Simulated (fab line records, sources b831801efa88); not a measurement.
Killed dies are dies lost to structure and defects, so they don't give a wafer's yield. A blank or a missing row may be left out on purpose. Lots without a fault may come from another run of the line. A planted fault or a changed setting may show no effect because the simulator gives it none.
Chamber matching | flow gf180mcu | GF_V2_CMP_04 on cmp-02: 4 sister chambers
The step polishes SiO2. 20 wafers are shown with their chamber, then 10 later ones without.

WAFERS WITH THEIR CHAMBER
wafer  | chamber | motor_current_A (A) | head_pressure_psi (psi) | edge_zone_pressure_frac
L350.2 | 3       | 12.4                | 3.991                   | 1.005
L350.3 | 1       | 10.7                | 4.000                   | 0.997
L350.4 | 2       | 12.1                | 4.005                   | 1.000
L353.1 | 1       | 10.3                | 3.985                   | 0.995
L353.2 | 3       | 12.5                | 3.988                   | 1.007
L353.4 | 0       | 10.6                | 3.997                   | 1.001
L355.1 | 1       | 9.9                 | 3.983                   | 0.994
L355.2 | 0       | 10.9                | 3.983                   | 1.008
L355.6 | 1       | 10.1                | 3.998                   | 1.008
L359.1 | 2       | 11.5                | 4.014                   | 0.996
L359.5 | 3       | 11.6                | 3.996                   | 0.996
L359.6 | 2       | 11.7                | 3.997                   | 1.004
L361.1 | 1       | 10.4                | 3.983                   | 1.002
L361.2 | 3       | 11.8                | 3.994                   | 1.005
L361.6 | 1       | 10.3                | 3.996                   | 1.001
L364.1 | 3       | 12.4                | 4.013                   | 1.002
L364.3 | 1       | 10.4                | 4.004                   | 0.997
L364.6 | 1       | 10.3                | 4.011                   | 0.998
L365.3 | 1       | 9.5                 | 3.998                   | 0.992
L365.5 | 0       | 10.8                | 3.993                   | 0.999

SIGNATURES (means of the wafers above)
reading                 | chamber 0 | chamber 1 | chamber 2 | chamber 3 | scatter within a chamber
motor_current_A         | 10.767    | 10.211    | 11.767    | 12.140    | 0.34
head_pressure_psi       | 3.99100   | 3.99533   | 4.00533   | 3.99640   | 0.00935
edge_zone_pressure_frac | 1.00267   | 0.99822   | 1.00000   | 1.00300   | 0.0046
Rule: a wafer's distance from a chamber is the root of the sum, over the readings, of the square of ((its reading less the chamber's mean) divided by the reading's scatter). The wafer belongs to the nearest chamber; if the next one is less than 2 further off, it can't be placed. The scatter: the root of (the sum of the squares of (reading less its chamber's mean) over the shown wafers, divided by (wafers less chambers)).

WAFERS WITHOUT THEIR CHAMBER
wafer  | motor_current_A (A) | head_pressure_psi (psi) | edge_zone_pressure_frac
L365.6 | 12.9                | 4.014                   | 1.013
L366.1 | 12.5                | 4.000                   | 0.999
L366.2 | 10.3                | 4.007                   | 1.000
L366.5 | 10.4                | 3.999                   | 0.990
L367.1 | 10.8                | 3.999                   | 0.999
L367.3 | 10.5                | 3.997                   | 1.005
L367.6 | 10.1                | 3.979                   | 1.006
L369.1 | 11.4                | 3.995                   | 0.994
L369.2 | 10.1                | 4.001                   | 0.988
L369.4 | 12.1                | 3.995                   | 0.996

WHICH CHAMBER EACH WENT THROUGH
wafer  | from the rows above               | in truth
L365.6 | can't be placed: 3 or 2           | 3
L366.1 | can't be placed: 3 or 2           | 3
L366.2 | can't be placed: 1 or 0           | 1
L366.5 | can't be placed: 1 or 0           | 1
L367.1 | can't be placed: 0 or 1 or 2      | 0
L367.3 | can't be placed: 0 or 1           | 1
L367.6 | can't be placed: 0 or 1           | 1
L369.1 | can't be placed: 2 or 0 or 3 or 1 | 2
L369.2 | can't be placed: 1 or 0           | 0
L369.4 | can't be placed: 3 or 2           | 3
Placed correctly: 0 of 10. Can't be placed from these rows: 10 (the true chamber is among the candidates in 10). Placed wrongly: 0.
